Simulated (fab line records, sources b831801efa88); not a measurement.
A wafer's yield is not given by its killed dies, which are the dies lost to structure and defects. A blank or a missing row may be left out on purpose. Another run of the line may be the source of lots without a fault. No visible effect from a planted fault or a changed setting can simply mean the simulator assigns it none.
Comparing a struck lot with a sound one :: flow sky130 :: 18 out of 708 route steps
Sound: wafers L604.2, L604.5, L604.6. Struck: wafers L610.1, L610.2. (L610.5 of the same lot was not struck and is left out.) The cause comes at the end.
Each step with rows lists, per side, the tool, then ch with its chambers, then its first start. Under that, the readings that differ: sound wafers :: struck wafers :: difference of the means :: sigmas: that difference in standard deviations of wafers without a fault.
alike: same words and numbers on both sides, and readings whose means sit less than 2 such deviations apart. not compared: any withheld reading, any reading some wafer has no value for, any bound like >300 that may hide the same value, and any number with overlapping values for which the record gives no deviation.
The two part at a step that has a row with sigmas, a row that says differs or no value, or rows on one side only. Non-overlapping numbers with no deviation appear without sigmas and do not part them. A reading missing from all wafers of one side parts the sides only when that side holds two or more wafers.

first, 3 steps without rows for these wafers: SKY_VIA1_EXPOSE_09 (exposes mask VIM, target cd 150 nm); SKY_VIA1_PEB_10; SKY_VIA1_DEVELOP_11 (develop time 60 s).
SKY_VIA1_CD_MEAS_12: target cd 150 nm.
  sound: cd sem-01 at day 35 22:13; struck: cd sem-01 at day 37 22:50
  alike: cd nm
SKY_VIA1_OVL_MEAS_13:
  sound: overlay-01 at day 35 22:19; struck: overlay-01 at day 37 22:58
  alike: VIA1_OVL
SKY_VIA1_ETCH_14: etches BARC in N2/H2, stops on SiO2, time 45.9 s, target depth 60 nm.
  sound on rie diel-02 ch 1,2,3, day 35 22:20; struck on rie diel-01 ch 0,1, day 37 22:59
reading: drypump motor current A (A)
sound: 6.1 6.4 6.3
struck: 5.4 5.3
difference: -0.9
sigmas: -2
  alike: bias w, oes product au, throttle valve pct
  not compared: rf hours counter h
SKY_VIA1_ETCH_15: etches SiO2 in C4F8/O2/Ar, stops on TiN, target depth 351 nm, time 54 s.
  sound on rie diel-02 ch 1,2,3, day 35 22:23; struck on rie diel-01 ch 0,1, day 37 23:02
  alike: bias w, oes product au
  not compared: rf hours counter h
SKY_VIA1_STRIP_16: strips in O2/N2.
  sound on plasma asher-04 ch 0,1, day 35 22:26; struck on plasma asher-01 ch 0,1, day 37 23:05
  alike: drypump motor current A, oes product au, strip time to endpoint s
  not compared: rf hours counter h
then, 3 steps without rows for these wafers: SKY_VIA1_STRIP_17 (strips in post etch residue remover, time 1200 s); SKY_VIA1_CLEAN_18 (cleans in IPA, time 180 s); SKY_VIA1_CLEAN_19 (cleans in O3/DIW).
SKY_VIA1_SPUTTER_20: material TiN, target thk 20 nm, time 80 s.
  sound: pvd sputter-03 at day 35 23:01; struck: pvd sputter-01 at day 37 23:40
  alike: throttle valve pct
SKY_VIA1_CVD_21: deposits W, target thk 270 nm, time 80.902 s.
  sound on cvd w-01 ch 0,1, day 35 23:05; struck on cvd w-02 ch 0,1, day 37 23:44
reading: model.W_of_VIA1_CVD_21.thk nm (nm)
sound: 268.9 271.4 269.1
struck: 175.7 164.1
difference: -99.9
sigmas: 
  alike: heater power w
SKY_VIA1_RS_MEAS_22: measures by four-point-probe.
  sound: film metro-02 at day 35 23:12; struck: film metro-01 at day 37 23:50
reading: VIA1_W_RS (ohm/sq)
sound: 0.428 0.423 0.427
struck: 0.661 0.711
difference: +0.260
sigmas: +36
SKY_VIA1_THK_MEAS_23: measures by xrf.
  sound: film metro-02 at day 35 23:19; struck: film metro-01 at day 37 23:57
reading: VIA1_W_THK (nm)
sound: 264 264 264
struck: 171 160
difference: -98
sigmas: -19
SKY_VIA1_CMP_24: polishes, stops on SiO2, t overpolish 15 s, target thk 0 nm.
  sound on cmp-02 ch 2,3, day 35 23:22; struck on cmp-02 ch 1,3, day 38 00:04
reading: time to endpoint s (s)
sound: 64 66 64
struck: 42 35
difference: -26
sigmas: -7
  alike: head pressure psi, motor current A, slurry flow ml min
SKY_METAL2_SPUTTER_00: material Ti, target thk 15 nm, time 10 s.
  sound: pvd sputter-04 at day 35 23:40; struck: pvd sputter-04 at day 38 00:19
  alike: throttle valve pct
SKY_PAD_OPEN_PROBE_99:
  sound wafers here have rows in the record (prober-02, day 47 08:05); struck ones have none

## WHERE THEY PART
At SKY_VIA1_ETCH_14 first; at SKY_PAD_OPEN_PROBE_99 last (within this record only).

WHY: the cause the simulator had injected
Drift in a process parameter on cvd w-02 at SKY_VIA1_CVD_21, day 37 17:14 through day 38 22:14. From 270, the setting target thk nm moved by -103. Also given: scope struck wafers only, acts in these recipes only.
